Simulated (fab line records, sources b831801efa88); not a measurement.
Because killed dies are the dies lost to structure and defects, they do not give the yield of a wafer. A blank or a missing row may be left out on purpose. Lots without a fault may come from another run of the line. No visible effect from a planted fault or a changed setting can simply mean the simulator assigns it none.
fab line records	flow sky130
record lots=10	wafers=30	lastDay=49
route steps=708 shown CONTACT@411 PAD_OPEN@708
lots with no fault: from the same line, run without faults
startH: hours from the record's opening day to when the first of the lot's shown wafers began	waitH: hours elapsed since this lot's preceding step	" as in the row above	L1.1+2: several wafers, shown together as one row	- no value, or no start given	* or withheld: withheld	< > ~ a bound
route shown NAME@n: NAME is a module with steps in the file, n the number in the route of the first one	usual: average and standard deviation across the fault-free wafers	same: alike in all rows	chamber/n: place in a boat	sites: each site's reading	_std_site: the standard deviation of these	_edge_site: the outer-site mean with the inner-site mean subtracted	radiusMm: for every site, how far away it sits from the centre of the wafer	mask NAME#n: copy n	behind: the tool/chamber that last shaped the wafer	hold: why the lot was held/for how many hours/how that ended	device: which transistor (n, p or np) failed to switch	end of line: tests run on the same wafers once the route is complete	for a step that has no rows: nothing shown but its recipe	killed: the dies lost at the first sort to structure and to defects; this is not the yield of the wafer	map: the dies of a wafer, with x for killed, . for not killed, _ for no die there
set.NAME: the run value of the setting; set.NAME@STEP: its run value at that earlier step	model.NAME: the simulator's own value behind a step, which no gauge read
one table for each step of the route and one row for each wafer, over a sample of lots
services: a tool's chamber out of use, with start hour (startH, from the record's first day; less than 0 if before it), hours out, and reason
## steps
# step SKY_CONTACT_BOW_MEAS_05
# recipe mode=bow
# usual CONTACT_BOW=81/6.7
lot.wafer	tool	chamber	startH	waitH	CONTACT_BOW[um]
L831.2	filmMetro-04	-	715.99	0.2	97
L831.3	"	-	"	"	99
L831.6	"	-	"	"	87
L832.3	filmMetro-01	-	756.86	0.1	79
L832.4	"	-	"	"	77
L832.5	"	-	"	"	86
L833.4	filmMetro-03	-	771.81	0.3	76
L833.5	"	-	"	"	77
L833.6	"	-	"	"	78
L837.3	filmMetro-01	-	785.49	0.2	93
L837.4	"	-	"	"	78
L837.5	"	-	"	"	80
L841.1	filmMetro-03	-	806.50	0.2	83
L841.2	"	-	"	"	60
L841.6	"	-	"	"	77
L840.1	filmMetro-01	-	809.13	0.2	82
L840.5	"	-	"	"	89
L840.6	"	-	"	"	83
L842.2	filmMetro-01	-	812.42	0.1	72
L842.3	"	-	"	"	73
L842.6	"	-	"	"	68
L843.1	filmMetro-03	-	821.61	0.1	69
L843.3	"	-	"	"	79
L843.4	"	-	"	"	83
L844.1	filmMetro-01	-	825.95	0.1	79
L844.5	"	-	"	"	81
L844.6	"	-	"	"	81
L846.1	filmMetro-03	-	836.23	0.2	80
L846.3	"	-	"	"	81
L846.5	"	-	"	"	80
# step SKY_CONTACT_ETCH_17
# recipe target=SiO2	chemistry=C4F8/O2/Ar	stopOn=Si3N4	maskMaterial=KrF-thick	sourceW=1500	biasW=1200	pressureMtorr=40	c4f8FlowSccm=withheld	O2_flow_sccm=6	Ar_flow_sccm=300	timeS=withheld	targetDepthA=3400
# usual oesProductAu=0.891/0.0046
lot.wafer	tool	chamber	startH	waitH	oesProductAu
L831.2	rieDiel-04	1	743.24	0.0	0.891
L831.3	"	2	"	"	0.892
L831.6	"	3	"	"	0.883
L832.3	rieDiel-03	3	782.94	0.0	0.892
L832.4	"	0	"	"	0.886
L832.5	"	2	"	"	0.886
L833.4	rieDiel-01	3	798.32	0.0	0.893
L833.5	"	3	"	"	0.895
L833.6	"	2	"	"	0.898
L837.3	rieDiel-03	0	812.77	0.0	0.895
L837.4	"	2	"	"	0.889
L837.5	"	3	"	"	0.895
L841.1	rieDiel-04	1	834.06	0.0	0.890
L841.2	"	2	"	"	0.897
L841.6	"	3	"	"	0.887
L840.1	rieDiel-01	0	835.69	0.0	0.889
L840.5	"	3	"	"	0.896
L840.6	"	2	"	"	0.890
L842.2	rieDiel-01	1	838.66	0.0	0.898
L842.3	"	3	"	"	0.891
L842.6	"	3	"	"	0.890
L843.1	rieDiel-03	1	847.81	0.0	0.891
L843.3	"	3	"	"	0.896
L843.4	"	2	"	"	0.888
L844.1	rieDiel-04	2	852.29	0.0	0.892
L844.5	"	0	"	"	0.888
L844.6	"	2	"	"	0.891
L846.1	rieDiel-03	2	861.86	0.0	0.899
L846.3	"	0	"	"	0.892
L846.5	"	1	"	"	0.894
# step SKY_CONTACT_ETCH_18
# recipe target=Si3N4	chemistry=CHF3/O2	stopOn=TiN	sourceW=600	biasW=200	pressureMtorr=40	chf3FlowSccm=50	O2_flow_sccm=5	timeS=39	targetDepthA=750
# usual O2_flow_sccm=5.002/0.014	drypumpMotorCurrentA=5.7/0.5	oesProductAu=0.853/0.0079	throttleValvePct=8.794/0.0092
# same timeS=39
lot.wafer	tool	chamber	startH	waitH	O2_flow_sccm	drypumpMotorCurrentA	oesProductAu	rfHoursCounterH	throttleValvePct
L831.2	rieDiel-04	1	-	-	4.992	6.2	0.847	12	8.817
L831.3	"	2	"	"	5.001	5.5	0.838	11	8.789
L831.6	"	3	"	"	4.997	6.2	0.864	-	8.791
L832.3	rieDiel-03	3	-	-	4.991	4.9	0.846	24	8.788
L832.4	"	0	"	"	5.031	5.1	0.855	8	8.798
L832.5	"	2	"	"	4.994	5.4	0.871	-	8.798
L833.4	rieDiel-01	3	-	-	5.018	6.3	0.863	18	8.799
L833.5	"	3	"	"	4.990	6.3	0.868	-	8.809
L833.6	"	2	"	"	5.011	4.9	0.861	-	8.794
L837.3	rieDiel-03	0	-	-	4.990	5.1	0.844	8	8.778
L837.4	"	2	"	"	4.991	5.4	0.848	13	8.775
L837.5	"	3	"	"	5.004	4.9	0.850	-	8.776
L841.1	rieDiel-04	1	-	-	4.978	6.2	0.841	15	8.786
L841.2	"	2	"	"	5.004	5.6	0.840	13	8.789
L841.6	"	3	"	"	4.977	6.2	0.859	-	8.772
L840.1	rieDiel-01	0	-	-	4.999	4.8	0.851	4	8.802
L840.5	"	3	"	"	5.010	6.3	0.851	-	8.792
L840.6	"	2	"	"	5.023	4.9	0.853	-	8.789
L842.2	rieDiel-01	1	-	-	5.010	5.9	0.851	8	8.797
L842.3	"	3	"	"	5.020	6.3	0.846	20	8.795
L842.6	"	3	"	"	5.015	6.3	0.855	-	8.800
L843.1	rieDiel-03	1	-	-	4.999	5.8	0.857	11	8.800
L843.3	"	3	"	"	5.011	4.9	0.847	26	8.796
L843.4	"	2	"	"	5.016	5.4	0.872	14	8.803
L844.1	rieDiel-04	2	-	-	4.999	5.5	0.836	14	8.795
L844.5	"	0	"	"	4.997	5.8	0.846	-	8.792
L844.6	"	2	"	"	4.995	5.5	0.855	-	8.791
L846.1	rieDiel-03	2	-	-	4.998	5.4	0.848	14	8.782
L846.3	"	0	"	"	4.998	5.1	0.844	10	8.786
L846.5	"	1	"	"	4.998	5.9	0.859	-	8.784
# step SKY_CONTACT_CVD_24
# recipe material=W	targetThkNm=340	timeS=102.12	tempC=400	pressureTorr=40
# usual heaterPowerW=848/110
lot.wafer	tool	chamber	startH	waitH	heaterPowerW
L831.2	cvdW-01	1	743.99	0.0	737
L831.3	"	1	"	"	754
L831.6	"	1	"	"	732
L832.3	cvdW-02	0	783.72	0.1	821
L832.4	"	1	"	"	1070
L832.5	"	0	"	"	848
L833.4	cvdW-01	1	799.10	0.1	723
L833.5	"	0	"	"	820
L833.6	"	1	"	"	744
L837.3	cvdW-02	0	813.55	0.1	829
L837.4	"	1	"	"	1064
L837.5	"	0	"	"	825
L841.1	cvdW-01	1	834.81	0.0	736
L841.2	"	0	"	"	826
L841.6	"	0	"	"	868
L840.1	cvdW-01	0	836.44	0.0	839
L840.5	"	0	"	"	846
L840.6	"	1	"	"	719
L842.2	cvdW-01	1	839.44	0.0	725
L842.3	"	0	"	"	843
L842.6	"	1	"	"	732
L843.1	cvdW-02	1	848.55	0.0	1060
L843.3	"	0	"	"	855
L843.4	"	1	"	"	1072
L844.1	cvdW-02	1	853.04	0.0	1052
L844.5	"	0	"	"	839
L844.6	"	1	"	"	1048
L846.1	cvdW-02	1	862.61	0.0	1020
L846.3	"	0	"	"	858
L846.5	"	1	"	"	1043
# step SKY_CONTACT_RS_MEAS_25
# recipe thkMeasGauge=four-point-probe	reads=W_of_CONTACT_CVD_24+TiN_of_CONTACT_SPUTTER_23
# usual CONTACT_W_RS=0.339/0.0036
lot.wafer	tool	chamber	startH	waitH	hold	CONTACT_W_RS[ohm/sq]
L831.2	filmMetro-04	-	744.12	0.1	-	0.343
L831.3	"	-	"	"	-	0.339
L831.6	"	-	"	"	-	0.340
L832.3	filmMetro-03	-	783.84	0.1	-	0.334
L832.4	"	-	"	"	-	0.336
L832.5	"	-	"	"	-	0.335
L833.4	filmMetro-04	-	799.23	0.1	-	0.338
L833.5	"	-	"	"	-	0.338
L833.6	"	-	"	"	-	0.342
L837.3	filmMetro-04	-	813.66	0.1	-	0.337
L837.4	"	-	"	"	-	0.336
L837.5	"	-	"	"	-	0.336
L841.1	filmMetro-04	-	834.92	0.1	awaitDispo/0.2h/release	0.295
L841.2	"	-	"	"	awaitDispo/0.2h/release	0.341
L841.6	"	-	"	"	awaitDispo/0.2h/release	0.346
L841.1	filmMetro-04	-	835.21	0.3	-	0.295
L841.2	"	-	"	"	-	0.340
L841.6	"	-	"	"	-	0.345
L840.1	filmMetro-01	-	836.55	0.1	awaitDispo/0.2h/release	0.337
L840.5	"	-	"	"	awaitDispo/0.2h/release	0.336
L840.6	"	-	"	"	awaitDispo/0.2h/release	0.295
L840.1	filmMetro-01	-	836.84	0.3	-	0.338
L840.5	"	-	"	"	-	0.337
L840.6	"	-	"	"	-	0.295
L842.2	filmMetro-04	-	839.57	0.1	awaitDispo/0.2h/release	0.299
L842.3	"	-	"	"	awaitDispo/0.2h/release	0.343
L842.6	"	-	"	"	awaitDispo/0.2h/release	0.298
L842.2	filmMetro-04	-	839.86	0.3	-	0.298
L842.3	"	-	"	"	-	0.343
L842.6	"	-	"	"	-	0.298
L843.1	filmMetro-03	-	848.66	0.1	-	0.337
L843.3	"	-	"	"	-	0.332
L843.4	"	-	"	"	-	0.337
L844.1	filmMetro-03	-	853.15	0.1	-	0.344
L844.5	"	-	"	"	-	0.338
L844.6	"	-	"	"	-	0.342
L846.1	filmMetro-03	-	862.72	0.1	-	0.341
L846.3	"	-	"	"	-	0.341
L846.5	"	-	"	"	-	0.338
# step SKY_CONTACT_THK_MEAS_26
# recipe thkMeasGauge=xrf	reads=W_of_CONTACT_CVD_24
# usual CONTACT_W_THK=339/4.1
lot.wafer	tool	chamber	startH	waitH	hold	CONTACT_W_THK[nm]
L831.2	filmMetro-04	-	744.23	0.1	-	337
L831.3	"	-	"	"	-	341
L831.6	"	-	"	"	-	337
L832.3	filmMetro-03	-	783.94	0.1	-	342
L832.4	"	-	"	"	-	341
L832.5	"	-	"	"	-	340
L833.4	filmMetro-04	-	799.32	0.1	-	342
L833.5	"	-	"	"	-	343
L833.6	"	-	"	"	-	339
L837.3	filmMetro-04	-	813.76	0.1	-	344
L837.4	"	-	"	"	-	343
L837.5	"	-	"	"	-	345
L841.1	filmMetro-04	-	837.97	2.7	awaitDispo/0.2h/release	390
L841.2	"	-	"	"	awaitDispo/0.2h/release	340
L841.6	"	-	"	"	awaitDispo/0.2h/release	334
L841.1	filmMetro-04	-	838.20	0.2	-	392
L841.2	"	-	"	"	-	338
L841.6	"	-	"	"	-	333
L840.1	filmMetro-01	-	839.20	2.3	awaitDispo/0.2h/release	345
L840.5	"	-	"	"	awaitDispo/0.2h/release	344
L840.6	"	-	"	"	awaitDispo/0.2h/release	391
L840.1	filmMetro-01	-	839.43	0.2	-	342
L840.5	"	-	"	"	-	343
L840.6	"	-	"	"	-	392
L842.2	filmMetro-04	-	842.69	2.8	awaitDispo/0.2h/release	386
L842.3	"	-	"	"	awaitDispo/0.2h/release	333
L842.6	"	-	"	"	awaitDispo/0.2h/release	382
L842.2	filmMetro-04	-	842.91	0.2	-	387
L842.3	"	-	"	"	-	336
L842.6	"	-	"	"	-	386
L843.1	filmMetro-03	-	848.78	0.1	-	339
L843.3	"	-	"	"	-	340
L843.4	"	-	"	"	-	337
L844.1	filmMetro-03	-	853.27	0.1	-	330
L844.5	"	-	"	"	-	338
L844.6	"	-	"	"	-	333
L846.1	filmMetro-03	-	862.84	0.1	-	336
L846.3	"	-	"	"	-	333
L846.5	"	-	"	"	-	338
# step SKY_CONTACT_CMP_27
# recipe stopOn=SiO2	tOverpolishS=15	downForcePsi=3.5	platenRpm=60	targetThkNm=0	padVelocityMS=0.94248
# usual motorCurrentA=10.2/0.93	timeToEndpointS=79.6/2.6
lot.wafer	tool	chamber	startH	waitH	hold	motorCurrentA	timeToEndpointS
L831.3	cmp-01	3	744.28	0.0	-	9.8	81.4
L831.2	"	1	"	"	-	10.5	82.7
L831.6	"	0	"	"	-	11.8	82.7
L832.3	cmp-02	3	784.03	0.1	-	10.4	81.9
L832.4	"	0	"	"	-	9.7	81.6
L832.5	"	0	"	"	-	9.9	84.0
L833.4	cmp-02	1	799.50	0.2	-	10.6	78.4
L833.5	"	2	"	"	-	10.6	77.6
L833.6	"	3	"	"	-	11.0	79.1
L837.3	cmp-01	1	813.80	0.0	-	9.8	81.7
L837.4	"	2	"	"	-	8.8	80.5
L837.5	"	2	"	"	-	8.1	84.4
L841.2	cmp-02	2	841.03	2.8	awaitDispo/2.4h/release	10.6	72.3
L841.1	"	3	"	"	awaitDispo/2.4h/release	10.3	94.2
L841.6	"	2	"	"	awaitDispo/2.4h/release	10.5	71.7
L840.1	cmp-01	1	842.39	3.0	awaitDispo/2.4h/release	10.6	82.7
L840.6	"	2	"	"	awaitDispo/2.4h/release	8.0	92.4
L840.5	"	3	"	"	awaitDispo/2.4h/release	10.2	80.2
L842.2	cmp-01	3	844.06	1.1	awaitDispo/1.1h/release	10.1	89.9
L842.3	"	0	"	"	awaitDispo/1.1h/release	12.4	80.9
L842.6	"	3	"	"	awaitDispo/1.1h/release	10.9	92.0
L843.3	cmp-01	3	848.84	0.0	-	10.2	79.1
L843.1	"	1	"	"	-	10.5	82.1
L843.4	"	2	"	"	-	8.5	78.6
L844.1	cmp-02	0	853.43	0.1	-	9.8	78.8
L844.5	"	2	"	"	-	9.9	77.7
L844.6	"	3	"	"	-	10.5	74.9
L846.1	cmp-02	2	862.90	0.1	-	10.6	74.7
L846.3	"	3	"	"	-	10.9	75.3
L846.5	"	3	"	"	-	10.5	76.8
# step SKY_PAD_OPEN_PROBE_99
# usual killed_at_M0_to_M3=44/7.2	killed_at_M4_up=3.2/1.8	killedAtContacts=24/5.4	killedAtFrontEnd=15/4	killedAtOther=0.3/0.56	killedDies=87/9.2	killedOnRim=17/4	killedOpen=47/7.3	killedShort=39/5.7
# same grossDies=492	killedAtBackSide=0
lot.wafer	tool	chamber	startH	waitH	killed_at_M0_to_M3	killed_at_M4_up	killedAtContacts	killedAtFrontEnd	killedAtOther	killedDies	killedOnRim	killedOpen	killedShort
L832.3	prober-01	-	1113.19	0.2	38	4	30	8	0	80	12	46	34
L832.4	prober-01	-	1113.24	0.2	43	2	22	17	0	84	20	48	35
L832.5	prober-01	-	1113.29	0.2	40	5	23	17	0	85	21	40	45
L833.4	prober-01	-	1122.06	0.2	64	4	25	12	0	105	21	54	50
L833.5	prober-01	-	1122.11	0.2	46	6	28	16	0	96	17	49	47
L833.6	prober-01	-	1122.16	0.2	57	5	20	18	0	100	19	55	45
L840.1	prober-02	-	1152.16	0.1	47	2	41	12	0	102	21	57	45
L840.5	prober-02	-	1152.36	0.2	52	2	25	9	2	90	29	46	43
L840.6	prober-02	-	1152.41	0.2	43	4	20	17	0	84	11	44	40
L842.2	prober-01	-	1152.56	0.1	51	1	16	9	0	77	11	48	29
L842.3	prober-01	-	1152.61	0.2	31	3	16	12	1	63	10	26	37
L842.6	prober-01	-	1152.76	0.2	50	6	30	16	0	102	21	60	42
L843.1	prober-02	-	1158.57	0.1	56	2	30	15	1	104	26	51	53
L843.3	prober-02	-	1158.67	0.2	37	5	29	18	0	89	22	39	50
L843.4	prober-02	-	1158.72	0.2	41	1	23	18	0	83	16	40	43
L846.1	prober-01	-	1170.63	0.1	52	5	21	12	0	90	12	41	47
L846.3	prober-01	-	1170.73	0.2	36	6	22	17	0	81	18	41	38
L846.5	prober-01	-	1170.83	0.2	38	5	28	17	0	88	15	46	41
# killed by level:class
L832.3 CONTACT:geometricParticle:open=13 VIA2:geometricParticle:open=11 LI_CONTACT:geometricParticle:short=6 LI_CONTACT:geometricParticle:open=6 VIA1:geometricParticle:open=6 VIA1:geometricParticle:short=5 METAL1:geometricParticle:short=5 VIA3:geometricParticle:open=4
L832.4 CONTACT:geometricParticle:open=13 VIA1:geometricParticle:open=12 VIA1:geometricParticle:short=7 FIELD_ISO:geometricParticle:open=6 VIA3:geometricParticle:open=6 METAL2:geometricParticle:short=5 FIELD_ISO:geometricParticle:short=4 VIA2:geometricParticle:short=4
L832.5 CONTACT:geometricParticle:open=10 VIA3:geometricParticle:open=10 VIA1:geometricParticle:open=7 POLY_GATE:geometricParticle:short=6 CONTACT:geometricParticle:short=5 METAL4:geometricParticle:short=5 FIELD_ISO:geometricParticle:short=4 VIA3:geometricParticle:short=4
L833.4 METAL1:geometricParticle:short=11 CONTACT:geometricParticle:open=10 VIA2:geometricParticle:open=9 VIA1:geometricParticle:open=8 VIA3:geometricParticle:open=8 LI_CONTACT:geometricParticle:open=7 METAL1:geometricParticle:open=7 VIA3:geometricParticle:short=7
L833.5 CONTACT:geometricParticle:open=11 VIA1:geometricParticle:open=8 LI_CONTACT:geometricParticle:open=7 METAL2:geometricParticle:short=7 METAL1:geometricParticle:short=5 VIA2:geometricParticle:open=5 METAL4:geometricParticle:short=5 VIA1:geometricParticle:short=4
L833.6 VIA2:geometricParticle:open=11 METAL1:geometricParticle:short=9 VIA1:geometricParticle:open=8 VIA3:geometricParticle:open=8 FIELD_ISO:geometricParticle:short=7 LI_CONTACT:geometricParticle:open=6 CONTACT:geometricParticle:open=6 VIA1:geometricParticle:short=5
L840.1 CONTACT:geometricParticle:open=20 LI_CONTACT:geometricParticle:open=10 VIA2:geometricParticle:short=8 VIA1:geometricParticle:open=7 VIA2:geometricParticle:open=7 CONTACT:geometricParticle:short=6 METAL1:geometricParticle:short=6 METAL3:geometricParticle:short=6
L840.5 CONTACT:geometricParticle:open=11 VIA2:geometricParticle:open=11 LI_CONTACT:geometricParticle:open=8 METAL3:geometricParticle:short=8 VIA1:geometricParticle:open=7 VIA2:geometricParticle:short=7 METAL1:geometricParticle:short=5 POLY_GATE:geometricParticle:open=3
L840.6 VIA2:geometricParticle:open=8 VIA3:geometricParticle:open=8 VIA1:geometricParticle:open=7 METAL2:geometricParticle:short=6 LOCAL_INTERCONNECT:geometricParticle:short=6 CONTACT:geometricParticle:open=6 CONTACT:geometricParticle:short=5 VIA1:geometricParticle:short=5
L842.2 VIA1:geometricParticle:open=12 VIA3:geometricParticle:open=10 VIA2:geometricParticle:open=8 CONTACT:geometricParticle:open=7 VIA1:geometricParticle:short=7 METAL2:geometricParticle:short=5 LI_CONTACT:geometricParticle:open=4 FIELD_ISO:geometricParticle:short=3
L842.3 METAL2:geometricParticle:short=7 VIA1:geometricParticle:open=7 CONTACT:geometricParticle:open=6 CONTACT:geometricParticle:short=4 FIELD_ISO:geometricParticle:short=3 SONOS_ONO:geometricParticle:short=3 LI_CONTACT:geometricParticle:open=3 METAL2:geometricParticle:open=3
L842.6 VIA2:geometricParticle:open=12 LI_CONTACT:geometricParticle:open=11 VIA1:geometricParticle:open=9 METAL2:geometricParticle:short=6 VIA3:geometricParticle:open=6 METAL4:geometricParticle:short=5 CONTACT:geometricParticle:short=5 CONTACT:geometricParticle:open=5
L843.1 VIA1:geometricParticle:open=14 CONTACT:geometricParticle:open=9 VIA1:geometricParticle:short=9 LOCAL_INTERCONNECT:geometricParticle:short=8 VIA3:geometricParticle:open=7 METAL1:geometricParticle:short=6 VIA3:geometricParticle:short=6 METAL2:geometricParticle:short=5
L843.3 CONTACT:geometricParticle:short=11 FIELD_ISO:geometricParticle:short=8 VIA2:geometricParticle:open=7 CONTACT:geometricParticle:open=7 METAL1:geometricParticle:short=7 VIA1:geometricParticle:open=6 POLY_GATE:geometricParticle:short=4 LI_CONTACT:geometricParticle:open=4
L843.4 VIA1:geometricParticle:open=11 METAL2:geometricParticle:short=8 LI_CONTACT:geometricParticle:open=8 CONTACT:geometricParticle:open=6 POLY_GATE:geometricParticle:short=5 VIA1:geometricParticle:short=4 FIELD_ISO:geometricParticle:short=4 POLY_GATE:geometricParticle:open=4
L846.1 VIA1:geometricParticle:open=11 VIA3:geometricParticle:open=10 METAL2:geometricParticle:short=9 CONTACT:geometricParticle:short=7 CONTACT:geometricParticle:open=7 METAL1:geometricParticle:short=6 POLY_GATE:geometricParticle:open=4 VIA1:geometricParticle:short=4
L846.3 LI_CONTACT:geometricParticle:open=7 CONTACT:geometricParticle:open=7 LOCAL_INTERCONNECT:geometricParticle:short=6 VIA3:geometricParticle:open=6 VIA1:geometricParticle:short=5 VIA1:geometricParticle:open=5 POLY_GATE:geometricParticle:short=4 METAL4:geometricParticle:short=4
L846.5 VIA1:geometricParticle:open=11 LI_CONTACT:geometricParticle:open=8 CONTACT:geometricParticle:open=8 METAL2:geometricParticle:short=6 CONTACT:geometricParticle:short=5 VIA1:geometricParticle:short=5 FIELD_ISO:geometricParticle:open=4 LI_CONTACT:geometricParticle:short=4
## services
tool	chamber	startH	hours	kind
cvdW-02	-	719.29	2.5	repair
rieDiel-01	-	733.04	2.8	pm
cmp-02	-	733.77	5.8	pm
cmp-02	-	744.00	4.0	pm
rieDiel-01	-	745.42	14.6	pm
cmp-02	-	748.00	-	consumableReplace:conditioner
cmp-02	-	748.00	-	consumableReplace:pad
rieDiel-04	2	754.72	5.6	repair
rieDiel-01	3	761.38	5.8	repair
cvdW-02	-	796.32	6.0	pm
cmp-02	-	800.81	1.5	repair
cvdW-02	-	838.94	0.5	repair
rieDiel-04	1	844.44	16.2	repair
rieDiel-03	2	851.01	8.0	repair
## key
firstSign step=SKY_CONTACT_RS_MEAS_25	reading=visit	direction=added
effect step=SKY_CONTACT_RS_MEAS_25	reading=CONTACT_W_RS	direction=down	sigmas=12	usual=0.339	struck=0.297
effect step=SKY_CONTACT_THK_MEAS_26	reading=visit	direction=added
effect step=SKY_CONTACT_THK_MEAS_26	reading=CONTACT_W_THK	direction=up	sigmas=12	usual=339	struck=387
effect step=SKY_CONTACT_CMP_27	reading=timeToEndpointS	direction=up	sigmas=4.8	usual=*	struck=*
metAt SKY_CONTACT_CVD_24
struckLots L840,L841,L842
struckWafers L840.6,L841.1,L842.2,L842.6
testerLeftOut L840,L841,L842
notActingAt SKY_CONTACT_BOW_MEAS_05,SKY_CONTACT_ETCH_17,SKY_CONTACT_ETCH_18
onsetBetween 799.10 834.81
fault kind=processParameterDrift	tool=cvdW-01	chamber=1	onsetH=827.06	steps=SKY_CONTACT_CVD_24	channel=targetThkNm	offset=51.838	shape=step	endH=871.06	actsIn=theseRecipesOnly	stated=340
# testerLeftOut: of these lots the tester's yield and bins aren't shown, on N5 and GAA mostly nor the transistor test; their killed dies are dies lost to structure and defects alone, not to doping, threshold or leakage, so they don't give the yield
